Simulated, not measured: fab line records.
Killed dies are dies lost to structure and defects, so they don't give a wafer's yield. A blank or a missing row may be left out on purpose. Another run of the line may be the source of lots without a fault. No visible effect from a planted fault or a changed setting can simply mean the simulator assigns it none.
fab line records ; flow sky130
[record] lots = 6; wafers = 18; lastDay = 50
route steps=708 shown LI_CONTACT@369 PAD_OPEN@708
lots untouched by any fault: they come from a run of this same line in which no faults occurred
startH: start of the lot's first displayed wafer, in hours after the record's first day ; waitH: hours elapsed since this lot's preceding step ; " identical to the entry in the row above ; L1.1+2: a single row standing in for several wafers ; - either no value or no given start ; * or withheld: withheld ; < > ~ a bound
route shown NAME@n: a module of which the file shows steps, and the number in the route of the first ; usual: average and standard deviation across the fault-free wafers ; same: alike in all rows ; chamber/n: place in a boat ; sites: the reading at each site ; _std_site: how widely they spread, as a standard deviation ; _edge_site: mean of outer sites minus mean of inner sites ; radiusMm: for every site, how far away it sits from the centre of the wafer ; mask NAME#n: copy n ; behind: tool/chamber where the wafer was last shaped ; hold: why the lot went on hold/how many hours it stayed there/how the hold came to an end ; device: the n, p or np transistor that did not switch ; end of line: tests run on the same wafers once the route is complete ; step lacking rows: just its recipe ; killed: dies lost to structure and defects at the first sort, not the wafer's yield ; map: a wafer's dies, x killed, . not, _ none there
set.NAME: the run value of the setting; set.NAME@STEP: its run value at that earlier step ; model.NAME: the simulator's own value behind a step, which no gauge read
lots at selected steps of the route; one table per step, one row per wafer
services: a tool's chamber out of use, with start hour (startH, from the record's first day; less than 0 if before it), hours out, and reason
[[steps]]
[step SKY_LI_CONTACT_COAT_07]
[recipe] resist = KrF-thick; spinRpm = 3000; resistThkNm = 450
[step SKY_LI_CONTACT_SOFTBAKE_08]
[recipe] tempC = 100; timeS = 90; resist = KrF-thick
[step SKY_LI_CONTACT_EXPOSE_09]
[recipe] maskId = LICM1; na = 0.8; sourceShape = annular; sigmaInner = 0.55; sigmaOuter = 0.85; targetCdNm = 170; doseMj = 38
[step SKY_LI_CONTACT_PEB_10]
[recipe] pebTempC = withheld; pebTimeS = withheld; resist = KrF-thick
[step SKY_LI_CONTACT_DEVELOP_11]
[recipe] developTimeS = 60; resist = KrF-thick; devTempC = 21
[step SKY_LI_CONTACT_CD_MEAS_12]
[recipe] targetCdNm = 170
[usual] cdNm = 170.5/1.6
lot.wafer;tool;chamber;startH;waitH;cdNm
L632.1;cdSem-02;-;734.40;-;170.5
L632.3;cdSem-02;-;734.40;-;172.7
L632.6;cdSem-02;-;734.40;-;171.9
L635.1;cdSem-02;-;740.03;-;169.4
L635.2;cdSem-02;-;740.03;-;171.8
L635.5;cdSem-02;-;740.03;-;171.5
L637.1;cdSem-02;-;760.38;-;172.5
L637.3;cdSem-02;-;760.38;-;172.6
L637.5;cdSem-02;-;760.38;-;171.1
L647.3;cdSem-02;-;828.71;-;168.6
L647.5;cdSem-02;-;828.71;-;169.5
L647.6;cdSem-02;-;828.71;-;169.1
L649.2;cdSem-01;-;838.90;-;174.6
L649.3;cdSem-01;-;838.90;-;173.6
L649.4;cdSem-01;-;838.90;-;172.2
L650.1;cdSem-01;-;851.23;-;169.6
L650.3;cdSem-01;-;851.23;-;172.1
L650.6;cdSem-01;-;851.23;-;169.8
[step SKY_LI_CONTACT_OVL_MEAS_13]
[usual] LI_CONTACT_OVL = 1/4.9
lot.wafer;tool;chamber;startH;waitH;LI_CONTACT_OVL[nm]
L632.1;overlay-01;-;734.52;0.1;2
L632.3;overlay-01;-;734.52;0.1;-1
L632.6;overlay-01;-;734.52;0.1;5
L635.1;overlay-01;-;740.15;0.1;-2
L635.2;overlay-01;-;740.15;0.1;-4
L635.5;overlay-01;-;740.15;0.1;-1
L637.1;overlay-01;-;760.50;0.1;1
L637.3;overlay-01;-;760.50;0.1;-5
L637.5;overlay-01;-;760.50;0.1;2
L647.3;overlay-02;-;828.80;0.1;1
L647.5;overlay-02;-;828.80;0.1;11
L647.6;overlay-02;-;828.80;0.1;-4
L649.2;overlay-02;-;839.01;0.1;11
L649.3;overlay-02;-;839.01;0.1;7
L649.4;overlay-02;-;839.01;0.1;4
L650.1;overlay-02;-;851.35;0.1;-4
L650.3;overlay-02;-;851.35;0.1;0
L650.6;overlay-02;-;851.35;0.1;5
[step SKY_LI_CONTACT_ETCH_14]
[recipe] chemistry = N2/H2; target = BARC; ionEnergyEv = 200; sourceW = 500; biasW = 100; pressureMtorr = 30; n2FlowSccm = 100; h2FlowSccm = 200; stopOn = SiO2; timeS = 45.9; targetDepthA = 600
[usual] biasW = 100.0/0.31; drypumpMotorCurrentA = 5.9/0.43; oesProductAu = 0.855/0.0045; throttleValvePct = 13.225/0.0087
lot.wafer;tool;chamber;startH;waitH;biasW;drypumpMotorCurrentA;oesProductAu;rfHoursCounterH;throttleValvePct
L632.1;rieDiel-04;1;734.55;0.0;100.3;6.1;0.862;2;13.225
L632.3;rieDiel-04;2;734.55;0.0;100.2;5.4;0.847;-;13.234
L632.6;rieDiel-04;1;734.55;0.0;100.2;6.1;0.860;-;13.230
L635.1;rieDiel-03;2;740.18;0.0;100.0;5.8;0.850;21;13.228
L635.2;rieDiel-03;3;740.18;0.0;100.2;6.5;0.850;26;13.226
L635.5;rieDiel-03;2;740.18;0.0;100.2;5.8;0.852;-;13.225
L637.1;rieDiel-03;2;760.53;0.0;99.9;5.8;0.856;21;13.230
L637.3;rieDiel-03;1;760.53;0.0;100.0;6.3;0.853;-;13.226
L637.5;rieDiel-03;1;760.53;0.0;99.9;6.3;0.860;-;13.232
L647.3;rieDiel-02;1;828.82;0.0;99.6;6.5;0.857;5;13.243
L647.5;rieDiel-02;2;828.82;0.0;99.7;6.2;0.851;-;13.237
L647.6;rieDiel-02;1;828.82;0.0;99.7;6.5;0.851;-;13.222
L649.2;rieDiel-04;2;839.04;0.0;100.1;5.3;0.859;11;13.211
L649.3;rieDiel-04;3;839.04;0.0;99.9;6.0;0.846;10;13.221
L649.4;rieDiel-04;1;839.04;0.0;100.4;6.1;0.856;5;13.210
L650.1;rieDiel-03;2;851.38;0.0;100.0;5.8;0.848;24;13.227
L650.3;rieDiel-03;1;851.38;0.0;100.4;6.3;0.852;16;13.221
L650.6;rieDiel-03;0;851.38;0.0;100.4;5.3;0.855;-;13.230
[step SKY_LI_CONTACT_ETCH_15]
[recipe] target = PSG; chemistry = C4F8/O2/Ar; stopOn = Si; taperDeg = 4.15; maskMaterial = KrF-thick; sourceW = 1500; biasW = 1200; pressureMtorr = 40; c4f8FlowSccm = withheld; O2_flow_sccm = 6; Ar_flow_sccm = 300; timeS = withheld; targetDepthA = 6000
[usual] biasW = 1200/3.6; oesProductAu = 0.837/0.0046
lot.wafer;tool;chamber;startH;waitH;biasW;oesProductAu
L632.1;rieDiel-04;1;734.62;0.0;1201;0.835
L632.3;rieDiel-04;2;734.62;0.0;1200;0.847
L632.6;rieDiel-04;1;734.62;0.0;1203;0.841
L635.1;rieDiel-03;2;740.23;0.0;1201;0.836
L635.2;rieDiel-03;3;740.23;0.0;1198;0.837
L635.5;rieDiel-03;2;740.23;0.0;1203;0.841
L637.1;rieDiel-03;2;760.60;0.0;1201;0.842
L637.3;rieDiel-03;1;760.60;0.0;1198;0.835
L637.5;rieDiel-03;1;760.60;0.0;1199;0.845
L647.3;rieDiel-02;1;828.86;0.0;1205;0.833
L647.5;rieDiel-02;2;828.86;0.0;1195;0.839
L647.6;rieDiel-02;1;828.86;0.0;1199;0.833
L649.2;rieDiel-04;2;839.08;0.0;1194;0.839
L649.3;rieDiel-04;3;839.08;0.0;1200;0.834
L649.4;rieDiel-04;1;839.08;0.0;1203;0.836
L650.1;rieDiel-03;2;851.43;0.0;1196;0.836
L650.3;rieDiel-03;1;851.43;0.0;1194;0.834
L650.6;rieDiel-03;0;851.43;0.0;1197;0.828
[step SKY_LI_CONTACT_STRIP_16]
[recipe] chemistry = O2/N2; powerW = 1400; pressureMtorr = 1500; platenTempC = withheld; o2FlowSccm = 3000; n2FlowSccm = 300; overashFraction = 0.5
[usual] drypumpMotorCurrentA = 5.5/0.44; oesProductAu = 0.376/0.0045; stripTimeToEndpointS = 3.490/0.025
lot.wafer;tool;chamber;startH;waitH;drypumpMotorCurrentA;oesProductAu;rfHoursCounterH;stripTimeToEndpointS
L632.1;plasmaAsher-02;1;734.74;-;4.8;0.385;89;3.480
L632.3;plasmaAsher-02;1;734.74;-;4.8;0.381;-;3.468
L632.6;plasmaAsher-02;1;734.74;-;4.7;0.367;-;3.466
L635.1;plasmaAsher-04;1;740.31;-;5.8;0.379;31;3.503
L635.2;plasmaAsher-04;0;740.31;-;5.4;0.378;31;3.485
L635.5;plasmaAsher-04;0;740.31;-;5.4;0.385;-;3.498
L637.1;plasmaAsher-04;1;760.72;-;5.8;0.377;33;3.476
L637.3;plasmaAsher-04;1;760.72;-;5.8;0.374;-;3.445
L637.5;plasmaAsher-04;0;760.72;-;5.4;0.379;-;3.445
L647.3;plasmaAsher-02;1;828.98;-;4.8;0.376;-;3.516
L647.5;plasmaAsher-02;1;828.98;-;4.8;0.377;-;3.484
L647.6;plasmaAsher-02;0;828.98;-;5.5;0.373;-;3.521
L649.2;plasmaAsher-03;0;839.16;-;6.2;0.367;75;3.433
L649.3;plasmaAsher-03;1;839.16;-;5.3;0.372;-;3.495
L649.4;plasmaAsher-03;0;839.16;-;6.2;0.373;-;3.478
L650.1;plasmaAsher-04;1;851.51;-;5.8;0.376;44;3.493
L650.3;plasmaAsher-04;1;851.51;-;5.8;0.374;-;3.451
L650.6;plasmaAsher-04;1;851.51;-;5.8;0.369;-;3.483
[step SKY_LI_CONTACT_CLEAN_17]
[recipe] chemistry = NMP; timeS = 600; tempC = 60; dry = n2Spin
[step SKY_LI_CONTACT_PRE_CLEAN_18]
[recipe] gas = Ar; timeS = 5.6; biasV = 358
[step SKY_LI_CONTACT_SPUTTER_19]
[recipe] material = Ti; targetThkNm = 20; chamberPressurePa = 5; powerW = 2500; substrateTempC = 200; timeS = 106.37
[usual] throttleValvePct = 29.8/0.93
lot.wafer;tool;chamber;startH;waitH;throttleValvePct;model.Ti_of_LI_CONTACT_SPUTTER_19.thkNm
L632.1;pvdSputter-02;-;735.04;0.0;28.8;27.59
L632.3;pvdSputter-02;-;735.04;0.0;30.1;27.42
L632.6;pvdSputter-02;-;735.04;0.0;29.7;27.28
L635.1;pvdSputter-02;-;740.61;0.0;31.0;27.35
L635.2;pvdSputter-02;-;740.61;0.0;28.9;27.34
L635.5;pvdSputter-02;-;740.61;0.0;28.6;27.29
L637.1;pvdSputter-04;-;761.02;0.0;32.5;20.27
L637.3;pvdSputter-04;-;761.02;0.0;29.0;20.11
L637.5;pvdSputter-04;-;761.02;0.0;30.3;20.19
L647.3;pvdSputter-02;-;829.26;0.0;30.1;19.84
L647.5;pvdSputter-02;-;829.26;0.0;30.2;19.8
L647.6;pvdSputter-02;-;829.26;0.0;30.9;19.86
L649.2;pvdSputter-02;-;839.46;0.0;30.8;20.08
L649.3;pvdSputter-02;-;839.46;0.0;30.0;19.61
L649.4;pvdSputter-02;-;839.46;0.0;30.1;19.78
L650.1;pvdSputter-02;-;851.81;0.0;28.5;19.76
L650.3;pvdSputter-02;-;851.81;0.0;30.1;19.79
L650.6;pvdSputter-02;-;851.81;0.0;29.8;19.58
[step SKY_LI_CONTACT_SPUTTER_20]
[recipe] material = TiN; targetThkNm = 20; chamberPressurePa = 5; powerW = 4000; timeS = 77.84
[usual] throttleValvePct = 29.9/0.93
lot.wafer;tool;chamber;startH;waitH;throttleValvePct
L632.1;pvdSputter-02;-;735.11;0.0;28.6
L632.3;pvdSputter-02;-;735.11;0.0;30.0
L632.6;pvdSputter-02;-;735.11;0.0;30.0
L635.1;pvdSputter-02;-;740.68;0.0;31.3
L635.2;pvdSputter-02;-;740.68;0.0;28.8
L635.5;pvdSputter-02;-;740.68;0.0;28.7
L637.1;pvdSputter-04;-;761.09;0.0;32.4
L637.3;pvdSputter-04;-;761.09;0.0;29.0
L637.5;pvdSputter-04;-;761.09;0.0;30.5
L647.3;pvdSputter-02;-;829.34;0.0;30.0
L647.5;pvdSputter-02;-;829.34;0.0;30.0
L647.6;pvdSputter-02;-;829.34;0.0;31.3
L649.2;pvdSputter-02;-;839.53;0.0;31.2
L649.3;pvdSputter-02;-;839.53;0.0;30.0
L649.4;pvdSputter-02;-;839.53;0.0;30.0
L650.1;pvdSputter-02;-;851.88;0.0;28.8
L650.3;pvdSputter-02;-;851.88;0.0;29.8
L650.6;pvdSputter-02;-;851.88;0.0;29.9
[step SKY_PAD_OPEN_PROBE_99]
[usual] killed_at_M0_to_M3 = 42/7.2; killed_at_M4_up = 3.2/1.8; killedAtContacts = 24/5.4; killedAtFrontEnd = 15/4; killedAtOther = 0.3/0.59; killedDies = 84/9; killedOpen = 46/7.1; killedShort = 38/6
[same] grossDies = 492; killedAtBackSide = 0
lot.wafer;tool;chamber;startH;waitH;killed_at_M0_to_M3;killed_at_M4_up;killedAtContacts;killedAtFrontEnd;killedAtOther;killedDies;killedOpen;killedShort
L632.1;prober-01;-;1126.78;0.1;44;2;24;18;1;89;46;42
L632.3;prober-01;-;1126.88;0.2;40;2;31;20;1;94;49;45
L632.6;prober-01;-;1127.03;0.2;52;2;18;10;0;82;43;39
L635.1;prober-02;-;1127.06;0.1;41;6;15;13;0;75;40;35
L635.2;prober-02;-;1127.11;0.1;31;7;19;17;0;74;34;40
L635.5;prober-02;-;1127.26;0.2;39;2;24;16;1;82;46;36
L647.3;prober-02;-;1182.91;0.2;45;2;29;14;2;92;61;30
L647.5;prober-02;-;1183.01;0.2;38;5;26;9;0;78;39;39
L647.6;prober-02;-;1183.06;0.2;34;6;19;18;0;77;41;36
// killed by level:class
L632.1 CONTACT:geometricParticle:open=10 FIELD_ISO:geometricParticle:open=6 VIA1:geometricParticle:open=6 VIA3:geometricParticle:open=6 FIELD_ISO:geometricParticle:short=5 METAL1:geometricParticle:short=5 VIA1:geometricParticle:short=5 METAL3:geometricParticle:short=5
L632.3 CONTACT:geometricParticle:open=12 VIA3:geometricParticle:open=9 FIELD_ISO:geometricParticle:short=7 VIA1:geometricParticle:open=7 CONTACT:geometricParticle:short=6 VIA1:geometricParticle:short=6 LI_CONTACT:geometricParticle:short=5 LI_CONTACT:geometricParticle:open=5
L632.6 VIA1:geometricParticle:short=13 VIA1:geometricParticle:open=12 VIA3:geometricParticle:open=7 CONTACT:geometricParticle:open=6 FIELD_ISO:geometricParticle:open=5 LI_CONTACT:geometricParticle:open=5 CONTACT:geometricParticle:short=4 METAL1:geometricParticle:short=4
L635.1 VIA3:geometricParticle:open=9 LI_CONTACT:geometricParticle:open=7 METAL2:geometricParticle:short=7 VIA2:geometricParticle:open=6 METAL4:geometricParticle:short=6 VIA1:geometricParticle:short=5 VIA1:geometricParticle:open=5 FIELD_ISO:geometricParticle:open=4
L635.2 FIELD_ISO:geometricParticle:short=6 VIA1:geometricParticle:open=6 CONTACT:geometricParticle:open=6 METAL4:geometricParticle:short=6 FIELD_ISO:geometricParticle:open=5 LI_CONTACT:geometricParticle:open=5 CONTACT:geometricParticle:short=5 VIA1:geometricParticle:short=5
L635.5 VIA1:geometricParticle:open=10 CONTACT:geometricParticle:open=7 LI_CONTACT:geometricParticle:open=6 FIELD_ISO:geometricParticle:open=5 METAL2:geometricParticle:short=5 POLY_GATE:geometricParticle:open=5 VIA2:geometricParticle:open=5 VIA3:geometricParticle:open=5
L647.3 VIA3:geometricParticle:open=12 VIA1:geometricParticle:open=11 LI_CONTACT:geometricParticle:open=10 CONTACT:geometricParticle:open=9 VIA2:geometricParticle:open=6 LOCAL_INTERCONNECT:geometricParticle:short=5 VIA1:geometricParticle:short=5 FIELD_ISO:geometricParticle:open=4
L647.5 CONTACT:geometricParticle:open=12 VIA1:geometricParticle:open=7 VIA1:geometricParticle:short=5 VIA2:geometricParticle:open=5 FIELD_ISO:geometricParticle:short=4 LI_CONTACT:geometricParticle:open=4 LOCAL_INTERCONNECT:geometricParticle:short=4 METAL1:geometricParticle:short=4
L647.6 VIA1:geometricParticle:open=8 CONTACT:geometricParticle:open=7 VIA3:geometricParticle:open=7 METAL1:geometricParticle:short=5 FIELD_ISO:geometricParticle:open=4 FIELD_ISO:geometricParticle:short=4 POLY_GATE:geometricParticle:short=4 LOCAL_INTERCONNECT:geometricParticle:short=4
[[services]]
tool;chamber;startH;hours;kind
plasmaAsher-02;-;717.55;2.3;repair
rieDiel-04;0;732.57;-;clean
rieDiel-04;0;732.57;24.5;scheduledDown
rieDiel-04;0;732.57;24.5;ventCycle
rieDiel-04;3;734.18;3.0;repair
rieDiel-03;3;755.81;12.8;repair
rieDiel-03;0;756.05;4.8;repair
rieDiel-03;2;772.57;9.7;repair
rieDiel-03;3;782.22;5.8;repair
rieDiel-03;0;802.44;6.3;repair
rieDiel-03;-;807.39;2.8;pm
rieDiel-04;2;831.54;3.5;repair
rieDiel-02;1;832.84;94.7;repair
rieDiel-04;3;833.10;2.9;repair
rieDiel-03;3;843.72;-;clean
rieDiel-03;3;843.72;22.1;scheduledDown
rieDiel-03;3;843.72;22.1;ventCycle
[[key]]
firstSign none at tools or gauges
[modelEffect] step = SKY_LI_CONTACT_SPUTTER_19; value = Ti_of_LI_CONTACT_SPUTTER_19.thkNm; without = 20.19; struck = 27.38
metAt SKY_LI_CONTACT_SPUTTER_19
struckWafers L632.1,L632.3,L632.6,L635.1,L635.2,L635.5
testerLeftOut L632,L635
[fault] kind = processParameterDrift; tool = pvdSputter-02; chamber = -; onsetH = 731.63; steps = SKY_LI_CONTACT_SPUTTER_19; channel = targetThkNm; offset = 7.1902; shape = step; endH = 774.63; actsIn = theseRecipesOnly; stated = 20
// testerLeftOut: of these lots the tester's yield and bins aren't shown, on N5 and GAA mostly nor the transistor test; their killed dies are dies lost to structure and defects alone, not to doping, threshold or leakage, so they don't give the yield
